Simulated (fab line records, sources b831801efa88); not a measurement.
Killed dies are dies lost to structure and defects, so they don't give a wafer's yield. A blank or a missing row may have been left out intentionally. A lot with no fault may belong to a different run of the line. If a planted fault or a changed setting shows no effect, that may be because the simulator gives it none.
fab line records | flow gf180mcu | part 1 of 2: steps 1 to 27 of 38
record: lots: 5 wafers: 15 last-day: 34
route steps=602 shown VT_IMPLANT@116 MVSD@136 NWELL@137 LVPWELL@138 MVPSD@139 DUAL_GATE@141
lots that met no fault: from a run of the same line without faults
start-h: hours from the record's opening day to when the first of the lot's shown wafers began | wait-h: time in hours since the lot's previous step | " unchanged from the row above | L1.1+2: several wafers, shown together as one row | - no value, or no start was given | * or withheld: withheld | < > ~ a bound
route shown NAME@n: NAME is a module with steps in the file, n the number in the route of the first one | usual: mean and standard deviation over wafers with no fault | same: alike in all rows | chamber/n: place in a boat | sites: each site's reading | _std_site: standard deviation of those values | _edge_site: the outer-site mean with the inner-site mean subtracted | radius-mm: for every site, how far away it sits from the centre of the wafer | mask NAME#n: copy n | behind: the most recent tool/chamber to have shaped the wafer | hold: reason for holding the lot/hours on hold/outcome of the hold | device: transistor that didn't switch, given as n, p or np | end of line: the same wafers' tests at the end of the route | step lacking rows: just its recipe | killed: count of dies lost to structure and defects at first sort (not the wafer's yield) | map: shows each die of a wafer: x if killed, . if not, _ if none is there
set.NAME: the setting as run; set.NAME@STEP: as run at that earlier step | model.NAME: the simulator's own value behind a step, which no gauge read
lots seen at some steps along the route; tables by step, rows by wafer
services: when a tool's chamber went out of use (start-h, in hours from the record's first day, below 0 if earlier), for how many hours, and the reason
== steps ==
step: GF_VT_IMPLANT_EXPOSE_26
recipe: mask-id: LVPWELL_HV_AREA target-cd-nm: 860 na: 0.6 source-shape: conventional sigma-outer: 0.6 dose-mj: 140
columns lot.wafer tool chamber start-h wait-h mask
L075.1+5+6 iline-stepper-01 0 - - LVPWELL_HV_AREA#0
L076.1+2+3 iline-stepper-02 0 - - LVPWELL_HV_AREA#0
L081.4+5+6 iline-stepper-02 0 - - LVPWELL_HV_AREA#0
L092.2+3+6 iline-stepper-01 0 - - LVPWELL_HV_AREA#0
L097.1+5+6 iline-stepper-01 0 - - LVPWELL_HV_AREA#0
step: GF_VT_IMPLANT_PEB_27
recipe: temp-c: withheld time-s: * resist: NOVOLAK
usual: exhaust-pa: 44.8/0.94
columns lot.wafer tool chamber start-h wait-h exhaust-pa
L075.1 litho-track-04 0 - - 47.1
L075.5 " 0 " " 46.7
L075.6 " 0 " " 46.2
L076.1 litho-track-04 0 - - 45.0
L076.2 " 0 " " 44.4
L076.3 " 0 " " 45.7
L081.4 litho-track-03 0 - - 44.3
L081.5 " 0 " " 44.1
L081.6 " 0 " " 45.1
L092.2 litho-track-03 0 - - 45.9
L092.3 " 0 " " 46.7
L092.6 " 0 " " 45.6
L097.1 litho-track-04 0 - - 43.3
L097.5 " 0 " " 44.5
L097.6 " 0 " " 44.1
step: GF_VT_IMPLANT_DEVELOP_28
recipe: develop-time-s: 60 dev-temp-c: 23
usual: developer-temp-C: 22.99/0.11 exhaust-pa: 45.0/0.87
columns lot.wafer tool chamber start-h wait-h developer-temp-C exhaust-pa
L075.1 litho-track-04 0 150.91 0.1 22.76 43.0
L075.5 " 0 " " 22.95 46.0
L075.6 " 0 " " 22.75 44.9
L076.1 litho-track-04 0 155.61 0.1 23.13 45.8
L076.2 " 0 " " 23.11 46.2
L076.3 " 0 " " 22.89 44.2
L081.4 litho-track-03 0 194.21 0.1 22.94 44.9
L081.5 " 0 " " 23.07 45.3
L081.6 " 0 " " 22.80 46.2
L092.2 litho-track-03 0 261.61 0.1 22.98 44.8
L092.3 " 0 " " 23.15 45.9
L092.6 " 0 " " 22.99 45.5
L097.1 litho-track-04 0 292.71 0.1 22.96 44.0
L097.5 " 0 " " 22.93 45.8
L097.6 " 0 " " 23.04 42.9
step: GF_VT_IMPLANT_OVL_MEAS_29
usual: VT_IMPLANT_02_OVL: 1.0/1.9
columns lot.wafer tool chamber start-h wait-h VT_IMPLANT_02_OVL[nm]
L075.1 overlay-01 - 151.06 0.1 0.8
L075.5 " - " " 2.1
L075.6 " - " " 1.7
L076.1 overlay-02 - 155.76 0.1 1.2
L076.2 " - " " 0.5
L076.3 " - " " 1.3
L081.4 overlay-02 - 194.30 0.1 2.8
L081.5 " - " " 3.9
L081.6 " - " " 3.9
L092.2 overlay-01 - 261.74 0.1 2.1
L092.3 " - " " 2.2
L092.6 " - " " 1.7
L097.1 overlay-02 - 292.86 0.1 1.6
L097.5 " - " " 0.0
L097.6 " - " " 1.6
step: GF_VT_IMPLANT_IMPLANT_30
recipe: species: B energy-kev: 25 dose-cm2: 2.534e+12 tilt-deg: 7
columns lot.wafer tool chamber start-h wait-h
L075.1+5+6 implanter-03 0 151.10 0.0
L076.1+2+3 implanter-03 0 155.80 0.0
L081.4+5+6 implanter-03 0 194.39 0.1
L092.2+3+6 implanter-04 0 261.79 0.0
L097.1+5+6 implanter-04 0 292.90 0.0
step: GF_VT_IMPLANT_STRIP_31
recipe: chemistry: O2/N2 power-w: 1400 pressure-mtorr: 1500 platen-temp-c: 250 o2-flow-sccm: 3000 n2-flow-sccm: 300 overash-fraction: 0.5
usual: drypump-motor-current-A: 5.79/0.27 heater-power-w: 333/35 oes-product-au: 0.716/0.0046 strip-time-to-endpoint-s: 12.615/0.028
columns lot.wafer tool chamber start-h wait-h drypump-motor-current-A heater-power-w oes-product-au rf-hours-counter-h strip-time-to-endpoint-s
L075.1 plasma-asher-03 0 151.25 0.1 5.72 384 0.716 48 12.605
L075.5 " 0 " " 5.70 380 0.711 - 12.650
L075.6 " 1 " " 5.63 363 0.715 - 12.638
L076.1 plasma-asher-03 0 155.95 0.1 5.66 388 0.718 48 12.671
L076.2 " 1 " " 5.64 363 0.723 48 12.624
L076.3 " 1 " " 5.64 350 0.715 - 12.626
L081.4 plasma-asher-02 1 194.50 0.1 5.89 333 0.715 - 12.614
L081.5 " 1 " " 5.87 325 0.714 - 12.635
L081.6 " 0 " " 5.65 310 0.719 - 12.596
L092.2 plasma-asher-01 0 261.92 0.1 5.51 274 0.714 63 12.608
L092.3 " 1 " " 6.26 352 0.715 - 12.621
L092.6 " 0 " " 5.51 277 0.707 - 12.635
L097.1 plasma-asher-01 1 293.05 0.1 6.26 357 0.724 67 12.562
L097.5 " 1 " " 6.26 352 0.714 - 12.597
L097.6 " 0 " " 5.52 271 0.725 - 12.575
step: GF_VT_IMPLANT_TW_MEAS_32
usual: VT_IMPLANT_3_TW: 269.1/1.8
columns lot.wafer tool chamber start-h wait-h VT_IMPLANT_3_TW
L075.1 film-metro-01 - 151.35 0.1 270.0
L075.5 " - " " 268.4
L075.6 " - " " 269.0
L076.1 film-metro-01 - 156.05 0.1 269.2
L076.2 " - " " 270.1
L076.3 " - " " 269.6
L081.4 film-metro-04 - 194.60 0.1 267.4
L081.5 " - " " 266.8
L081.6 " - " " 267.7
L092.2 film-metro-01 - 262.03 0.1 269.1
L092.3 " - " " 268.9
L092.6 " - " " 270.9
L097.1 film-metro-01 - 293.16 0.1 270.0
L097.5 " - " " 270.1
L097.6 " - " " 270.3
step: GF_VT_IMPLANT_DEHYDRATE_33
recipe: temp-c: 200 time-s: 60
usual: exhaust-pa: 44.9/0.9
columns lot.wafer tool chamber start-h wait-h exhaust-pa
L075.1 litho-track-01 0 159.27 7.9 45.6
L075.5 " 0 " " 44.8
L075.6 " 0 " " 46.8
L076.1 litho-track-03 0 164.03 8.0 44.1
L076.2 " 0 " " 44.3
L076.3 " 0 " " 45.5
L081.4 litho-track-03 0 202.61 8.0 43.4
L081.5 " 0 " " 44.6
L081.6 " 0 " " 43.8
L092.2 litho-track-04 0 271.19 9.1 46.1
L092.3 " 0 " " 46.3
L092.6 " 0 " " 45.1
L097.1 litho-track-04 0 302.71 9.5 45.5
L097.5 " 0 " " 45.2
L097.6 " 0 " " 45.3
step: GF_VT_IMPLANT_HMDS_34
recipe: prime-time-s: 60 prime-temp-c: 120
usual: exhaust-pa: 45.1/0.78 prime-temp-c: 120.01/0.13
columns lot.wafer tool chamber start-h wait-h exhaust-pa prime-temp-c
L075.1 litho-track-01 0 159.42 0.1 45.4 119.91
L075.5 " 0 " " 44.6 119.89
L075.6 " 0 " " 44.5 119.80
L076.1 litho-track-03 0 164.18 0.1 45.0 120.10
L076.2 " 0 " " 45.6 119.91
L076.3 " 0 " " 46.5 120.07
L081.4 litho-track-03 0 202.76 0.1 45.5 119.84
L081.5 " 0 " " 44.6 120.10
L081.6 " 0 " " 45.0 119.99
L092.2 litho-track-04 0 271.34 0.1 45.3 120.17
L092.3 " 0 " " 46.2 120.16
L092.6 " 0 " " 46.4 119.79
L097.1 litho-track-04 0 302.86 0.1 45.5 120.08
L097.5 " 0 " " 45.8 120.18
L097.6 " 0 " " 45.6 119.84
step: GF_VT_IMPLANT_COAT_35
recipe: resist: NOVOLAK spin-rpm: 3000 resist-thk-nm: 1000
usual: exhaust-pa: 44.9/0.94
columns lot.wafer tool chamber start-h wait-h exhaust-pa
L075.1 litho-track-01 0 159.57 0.1 41.9
L075.5 " 0 " " 43.4
L075.6 " 0 " " 43.7
L076.1 litho-track-03 0 164.33 0.1 46.2
L076.2 " 0 " " 44.1
L076.3 " 0 " " 45.1
L081.4 litho-track-03 0 202.91 0.1 44.9
L081.5 " 0 " " 45.2
L081.6 " 0 " " 45.7
L092.2 litho-track-04 0 271.49 0.1 44.2
L092.3 " 0 " " 43.0
L092.6 " 0 " " 44.0
L097.1 litho-track-04 0 303.01 0.1 47.3
L097.5 " 0 " " 45.5
L097.6 " 0 " " 46.0
step: GF_VT_IMPLANT_SOFTBAKE_36
recipe: temp-c: 90 time-s: 60 resist: NOVOLAK
usual: exhaust-pa: 45.0/0.92
columns lot.wafer tool chamber start-h wait-h exhaust-pa
L075.1 litho-track-01 0 159.72 0.1 46.1
L075.5 " 0 " " 45.4
L075.6 " 0 " " 45.3
L076.1 litho-track-03 0 164.48 0.1 46.0
L076.2 " 0 " " 46.2
L076.3 " 0 " " 44.7
L081.4 litho-track-03 0 203.06 0.1 42.9
L081.5 " 0 " " 43.9
L081.6 " 0 " " 44.5
L092.2 litho-track-04 0 271.64 0.1 45.5
L092.3 " 0 " " 45.6
L092.6 " 0 " " 45.0
L097.1 litho-track-04 0 303.16 0.1 46.4
L097.5 " 0 " " 45.0
L097.6 " 0 " " 45.5
step: GF_VT_IMPLANT_EXPOSE_37
recipe: mask-id: Nwell_HV_AREA target-cd-nm: 860 na: 0.6 source-shape: conventional sigma-outer: 0.6 dose-mj: 140
columns lot.wafer tool chamber start-h wait-h mask
L075.1+5+6 iline-stepper-02 0 - - Nwell_HV_AREA#0
L076.1+2+3 iline-stepper-01 0 - - Nwell_HV_AREA#0
L081.4+5+6 iline-stepper-02 0 - - Nwell_HV_AREA#0
L092.2+3+6 iline-stepper-02 0 - - Nwell_HV_AREA#0
L097.1+5+6 iline-stepper-01 0 - - Nwell_HV_AREA#0
step: GF_VT_IMPLANT_PEB_38
recipe: temp-c: withheld time-s: * resist: NOVOLAK
usual: exhaust-pa: 45.2/0.89
columns lot.wafer tool chamber start-h wait-h exhaust-pa
L075.1 litho-track-01 0 - - 44.1
L075.5 " 0 " " 44.0
L075.6 " 0 " " 45.5
L076.1 litho-track-01 0 - - 45.6
L076.2 " 0 " " 45.8
L076.3 " 0 " " 45.6
L081.4 litho-track-01 0 - - 45.7
L081.5 " 0 " " 46.3
L081.6 " 0 " " 45.2
L092.2 litho-track-03 0 - - 45.2
L092.3 " 0 " " 45.1
L092.6 " 0 " " 45.3
L097.1 litho-track-03 0 - - 45.8
L097.5 " 0 " " 43.4
L097.6 " 0 " " 45.5
step: GF_VT_IMPLANT_DEVELOP_39
recipe: develop-time-s: 60 dev-temp-c: 23
usual: developer-temp-C: 22.99/0.11 exhaust-pa: 45.0/0.8
columns lot.wafer tool chamber start-h wait-h developer-temp-C exhaust-pa
L075.1 litho-track-01 0 167.57 0.1 22.79 43.3
L075.5 " 0 " " 22.79 44.6
L075.6 " 0 " " 22.86 45.5
L076.1 litho-track-01 0 172.67 0.1 23.01 43.5
L076.2 " 0 " " 23.01 44.9
L076.3 " 0 " " 22.79 45.9
L081.4 litho-track-01 0 211.95 0.1 22.87 43.9
L081.5 " 0 " " 22.79 44.4
L081.6 " 0 " " 22.96 43.9
L092.2 litho-track-03 0 281.81 0.1 22.98 45.7
L092.3 " 0 " " 23.20 44.8
L092.6 " 0 " " 22.90 44.8
L097.1 litho-track-03 0 313.93 0.1 23.01 45.3
L097.5 " 0 " " 22.81 45.7
L097.6 " 0 " " 23.01 44.8
step: GF_VT_IMPLANT_OVL_MEAS_40
usual: VT_IMPLANT_03_OVL: 1.2/1.2
columns lot.wafer tool chamber start-h wait-h VT_IMPLANT_03_OVL[nm]
L075.1 overlay-01 - 167.72 0.1 -1.1
L075.5 " - " " 0.0
L075.6 " - " " 1.9
L076.1 overlay-02 - 172.82 0.1 1.4
L076.2 " - " " 2.3
L076.3 " - " " 0.9
L081.4 overlay-02 - 212.04 0.1 -1.4
L081.5 " - " " -1.7
L081.6 " - " " -0.3
L092.2 overlay-02 - 281.94 0.1 -0.2
L092.3 " - " " -1.4
L092.6 " - " " 0.0
L097.1 overlay-01 - 314.08 0.1 3.1
L097.5 " - " " 2.4
L097.6 " - " " 3.7
step: GF_VT_IMPLANT_IMPLANT_41
recipe: species: As energy-kev: 70 dose-cm2: 1.013e+12 tilt-deg: 7
columns lot.wafer tool chamber start-h wait-h
L075.1+5+6 implanter-01 0 167.76 0.0
L076.1+2+3 implanter-04 0 172.86 0.0
L081.4+5+6 implanter-04 0 212.13 0.1
L092.2+3+6 implanter-01 0 281.99 0.0
L097.1+5+6 implanter-03 0 314.12 0.0
step: GF_VT_IMPLANT_STRIP_42
recipe: chemistry: O2/N2 power-w: 1400 pressure-mtorr: 1500 platen-temp-c: 250 o2-flow-sccm: 3000 n2-flow-sccm: 300 overash-fraction: 0.5
usual: drypump-motor-current-A: 5.77/0.26 heater-power-w: 339/36 oes-product-au: 0.716/0.0043 strip-time-to-endpoint-s: 12.62/0.034
columns lot.wafer tool chamber start-h wait-h drypump-motor-current-A heater-power-w oes-product-au rf-hours-counter-h strip-time-to-endpoint-s
L075.1 plasma-asher-01 0 167.91 0.1 5.49 277 0.719 53 12.65
L075.5 " 1 " " 6.28 365 0.710 - 12.62
L075.6 " 0 " " 5.52 278 0.724 - 12.62
L076.1 plasma-asher-01 0 173.01 0.1 5.53 276 0.725 54 12.64
L076.2 " 1 " " 6.27 355 0.719 54 12.67
L076.3 " 1 " " 6.28 351 0.713 - 12.61
L081.4 plasma-asher-01 1 212.24 0.1 6.29 363 0.711 - 12.66
L081.5 " 1 " " 6.28 346 0.716 - 12.62
L081.6 " 0 " " 5.51 276 0.716 - 12.60
L092.2 plasma-asher-03 1 282.12 0.1 5.66 356 0.726 61 12.65
L092.3 " 1 " " 5.65 364 0.719 - 12.65
L092.6 " 0 " " 5.67 383 0.707 - 12.66
L097.1 plasma-asher-03 0 314.27 0.1 5.72 384 0.713 64 12.62
L097.5 " 1 " " 5.66 351 0.723 - 12.64
L097.6 " 0 " " 5.70 383 0.719 - 12.62
step: GF_VT_IMPLANT_TW_MEAS_43
usual: VT_IMPLANT_4_TW: 692/5.1
columns lot.wafer tool chamber start-h wait-h VT_IMPLANT_4_TW
L075.1 film-metro-01 - 168.01 0.1 691
L075.5 " - " " 697
L075.6 " - " " 691
L076.1 film-metro-02 - 173.11 0.1 698
L076.2 " - " " 694
L076.3 " - " " 699
L081.4 film-metro-02 - 212.34 0.1 696
L081.5 " - " " 696
L081.6 " - " " 694
L092.2 film-metro-01 - 282.23 0.1 694
L092.3 " - " " 694
L092.6 " - " " 690
L097.1 film-metro-02 - 314.37 0.1 695
L097.5 " - " " 692
L097.6 " - " " 696
step: GF_VT_IMPLANT_CLEAN_44
recipe: chemistry: SC1/SC2 mix: 1:4:20 temp-c: 70 time-s: 150 dry: n2-spin
columns lot.wafer tool chamber start-h wait-h
L075.1+5+6 wet-bench-02 0 168.07 0.1
L076.1+2+3 wet-bench-01 0 173.17 0.1
L081.4+5+6 wet-bench-02 3 212.37 0.0
L092.2+3+6 wet-bench-04 3 282.28 0.0
L097.1+5+6 wet-bench-02 2 314.43 0.1
step: GF_VT_IMPLANT_RTA_45
recipe: temp-c: 1050 time-s: 30 ambient: N2
usual: lamp-power-pct: 33.3/2.9 wafer_temp_C_max: 1053.8/0.89
columns lot.wafer tool chamber start-h wait-h lamp-power-pct wafer_temp_C_max
L075.1 rtp-anneal-01 0 168.12 0.0 37.7 1055.6
L075.5 " 0 " " 37.8 1055.1
L075.6 " 0 " " 37.8 1054.8
L076.1 rtp-anneal-02 0 173.22 0.0 31.5 1052.9
L076.2 " 0 " " 31.5 1054.2
L076.3 " 0 " " 31.4 1053.3
L081.4 rtp-anneal-02 0 212.47 0.1 31.4 1052.3
L081.5 " 0 " " 31.5 1053.4
L081.6 " 0 " " 31.4 1052.7
L092.2 rtp-anneal-02 0 282.34 0.0 31.5 1053.6
L092.3 " 0 " " 31.4 1054.4
L092.6 " 0 " " 31.5 1053.3
L097.1 rtp-anneal-01 0 314.48 0.0 37.8 1053.0
L097.5 " 0 " " 37.8 1054.4
L097.6 " 0 " " 37.8 1053.7
step: GF_VT_IMPLANT_RS_MEAS_46
recipe: thk-meas-gauge: four-point-probe
usual: MVSD_RS: 456.3/1
columns lot.wafer tool chamber start-h wait-h MVSD_RS[ohm/sq]
L075.1 film-metro-01 - 168.22 0.1 454.9
L075.5 " - " " 455.6
L075.6 " - " " 453.7
L076.1 film-metro-04 - 173.32 0.1 457.5
L076.2 " - " " 457.6
L076.3 " - " " 458.1
L081.4 film-metro-03 - 212.58 0.1 456.9
L081.5 " - " " 457.7
L081.6 " - " " 456.9
L092.2 film-metro-04 - 282.45 0.1 455.5
L092.3 " - " " 456.8
L092.6 " - " " 456.4
L097.1 film-metro-01 - 314.58 0.1 455.9
L097.5 " - " " 455.9
L097.6 " - " " 456.3
step: GF_VT_IMPLANT_RS_MEAS_47
recipe: thk-meas-gauge: four-point-probe
usual: NWELL_RS: 487.4/1.3
columns lot.wafer tool chamber start-h wait-h NWELL_RS[ohm/sq]
L075.1 film-metro-01 - 168.34 0.1 488.4
L075.5 " - " " 487.4
L075.6 " - " " 488.1
L076.1 film-metro-04 - 173.44 0.1 489.1
L076.2 " - " " 487.5
L076.3 " - " " 488.3
L081.4 film-metro-03 - 212.70 0.1 485.2
L081.5 " - " " 486.8
L081.6 " - " " 486.5
L092.2 film-metro-04 - 282.57 0.1 487.5
L092.3 " - " " 486.9
L092.6 " - " " 487.6
L097.1 film-metro-01 - 314.70 0.1 487.9
L097.5 " - " " 488.4
L097.6 " - " " 488.6
step: GF_VT_IMPLANT_RS_MEAS_48
recipe: thk-meas-gauge: four-point-probe
usual: LVPWELL_RS: 1195.8/3
columns lot.wafer tool chamber start-h wait-h LVPWELL_RS[ohm/sq]
L075.1 film-metro-01 - 168.46 0.1 1200.4
L075.5 " - " " 1197.3
L075.6 " - " " 1201.3
L076.1 film-metro-04 - 173.56 0.1 1192.2
L076.2 " - " " 1187.4
L076.3 " - " " 1191.5
L081.4 film-metro-03 - 212.82 0.1 1197.4
L081.5 " - " " 1197.4
L081.6 " - " " 1194.2
L092.2 film-metro-04 - 282.69 0.1 1197.2
L092.3 " - " " 1190.8
L092.6 " - " " 1193.6
L097.1 film-metro-01 - 314.82 0.1 1196.5
L097.5 " - " " 1199.3
L097.6 " - " " 1197.4
step: GF_VT_IMPLANT_RS_MEAS_49
recipe: thk-meas-gauge: four-point-probe
usual: MVPSD_RS: 1167.0/2.8
columns lot.wafer tool chamber start-h wait-h MVPSD_RS[ohm/sq]
L075.1 film-metro-01 - 168.58 0.1 1165.6
L075.5 " - " " 1167.6
L075.6 " - " " 1169.3
L076.1 film-metro-04 - 173.68 0.1 1166.8
L076.2 " - " " 1167.7
L076.3 " - " " 1166.1
L081.4 film-metro-03 - 212.94 0.1 1162.4
L081.5 " - " " 1163.7
L081.6 " - " " 1163.7
L092.2 film-metro-04 - 282.81 0.1 1167.3
L092.3 " - " " 1162.5
L092.6 " - " " 1167.1
L097.1 film-metro-01 - 314.94 0.1 1163.9
L097.5 " - " " 1163.9
L097.6 " - " " 1165.7
step: GF_VT_IMPLANT_WET_ETCH_50
recipe: chemistry: dHF target-depth-nm: 20 target: SiO2 temp-c: 25 dilution: 100:1 time-s: 400
columns lot.wafer tool chamber start-h wait-h
L075.1+5+6 wet-bench-02 2 168.70 0.1
L076.1+2+3 wet-bench-01 0 173.80 0.1
L081.4+5+6 wet-bench-01 3 213.00 0.0
L092.2+3+6 wet-bench-04 2 282.91 0.1
L097.1+5+6 wet-bench-01 0 315.06 0.1
step: GF_DUAL_GATE_CLEAN_00
recipe: chemistry: SC1/SC2 mix: 1:4:20 temp-c: 70 time-s: 150
columns lot.wafer tool chamber start-h wait-h
L075.1+5+6 wet-bench-04 2 168.82 0.0
L076.1+2+3 wet-bench-02 2 173.92 0.0
L081.4+5+6 wet-bench-04 0 213.12 0.0
L092.2+3+6 wet-bench-02 2 283.03 0.0
L097.1+5+6 wet-bench-04 3 315.18 0.0
step: GF_DUAL_GATE_CLEAN_01
recipe: chemistry: dHF time-s: 20 dilution: 100:1 dry: ipa-marangoni
columns lot.wafer tool chamber start-h wait-h
L075.1+5+6 wet-bench-01 0 168.87 0.0
L076.1+2+3 wet-bench-04 2 173.97 0.0
L081.4+5+6 wet-bench-02 3 213.17 0.0
L092.2+3+6 wet-bench-04 0 283.08 0.0
L097.1+5+6 wet-bench-02 3 315.23 0.0
